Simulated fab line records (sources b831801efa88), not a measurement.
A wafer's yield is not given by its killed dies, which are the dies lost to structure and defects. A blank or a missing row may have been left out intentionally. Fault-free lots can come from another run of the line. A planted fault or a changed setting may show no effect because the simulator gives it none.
A struck lot beside a sound one + flow gf180mcu + 14 out of 602 route steps
Sound: wafers L235.2, L235.3, L235.4. Struck: wafers L243.4, L243.5, L243.6. The cause is named last.
For every step that has rows: the tool of each side, followed by ch and its chambers, followed by its first start. Under that, the readings that differ: sound wafers + struck wafers + difference of the means + sigmas: that difference in standard deviations of wafers without a fault.
alike: a reading whose means differ by less than 2 such deviations, as well as words and numbers matching on both sides. not compared: withheld readings; readings where some wafer has no value; bounds like >300 that might hide an equal value; numbers whose values overlap and for which the record gives no deviation.
Wherever a step has rows on one side only, a row that says differs or no value, or a row with sigmas, the two part there. When numbers do not overlap yet have no deviation, they are printed without sigmas and do not part them. Lack of a reading on every wafer of one side parts them only where that side has two or more wafers.

first, 4 steps without rows for these wafers: GF_VT_IMPLANT_SOFTBAKE_03 (time 60 s); GF_VT_IMPLANT_EXPOSE_04 (exposes mask LVPWELL LV AREA, target cd 600 nm); GF_VT_IMPLANT_PEB_05; GF_VT_IMPLANT_DEVELOP_06 (develop time 60 s).
GF_VT_IMPLANT_OVL_MEAS_07:
  sound on overlay-01, day 7 21:46; struck on overlay-01, day 9 21:23
  alike: VT_IMPLANT_OVL
next, for these wafers, 1 step has no rows: GF_VT_IMPLANT_IMPLANT_08.
GF_VT_IMPLANT_STRIP_09: strips in O2/N2.
  sound on plasma_asher-03 ch 0,1, day 7 21:56; struck on plasma_asher-01 ch 0,1, day 9 21:35
  alike: chamber_pressure_mTorr, drypump_motor_current_A, heater_power_w, o2_flow_sccm, oes_product_au, strip_time_to_endpoint_s
  not compared: rf_hours_counter_h
GF_VT_IMPLANT_TW_MEAS_10:
  sound on film_metro-03, day 7 22:03; struck on film_metro-03, day 9 21:41
  alike: VT_IMPLANT_TW
then, 4 steps without rows for these wafers: GF_VT_IMPLANT_DEHYDRATE_11 (time 60 s); GF_VT_IMPLANT_HMDS_12 (prime time 60 s); GF_VT_IMPLANT_COAT_13 (resist thk 1000 nm); GF_VT_IMPLANT_SOFTBAKE_14 (time 60 s).
GF_VT_IMPLANT_EXPOSE_15: exposes mask Nwell LV AREA, target cd 860 nm.
  struck on iline_stepper-01, day 10 07:13; sound on iline_stepper-01 ch 0, day 8 07:04
  no value came back on the struck wafers for exposure_dose_mJ_cm2, focus_offset_nm (nm); on the sound wafers exposure_dose_mJ_cm2 reads 140.10 139.92 140.11
| reading                            | sound                   | struck               | difference | sigmas |
|------------------------------------|-------------------------|----------------------|------------|--------|
| model.VT_IMPLANT.overlay_y_nm (nm) | -0.1256 -0.1256 -0.1256 | -2.127 -2.127 -2.127 | -2.001     |        |
  alike: mask
next, for these wafers, 1 step has no rows: GF_VT_IMPLANT_PEB_16.

## WHERE THEY PART
Only at GF_VT_IMPLANT_EXPOSE_15, as far as this record shows.

WHY: what the simulator had put in
Step skipped in full: iline_stepper-01, at GF_VT_IMPLANT_EXPOSE_15, from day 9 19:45 onward. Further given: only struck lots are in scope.
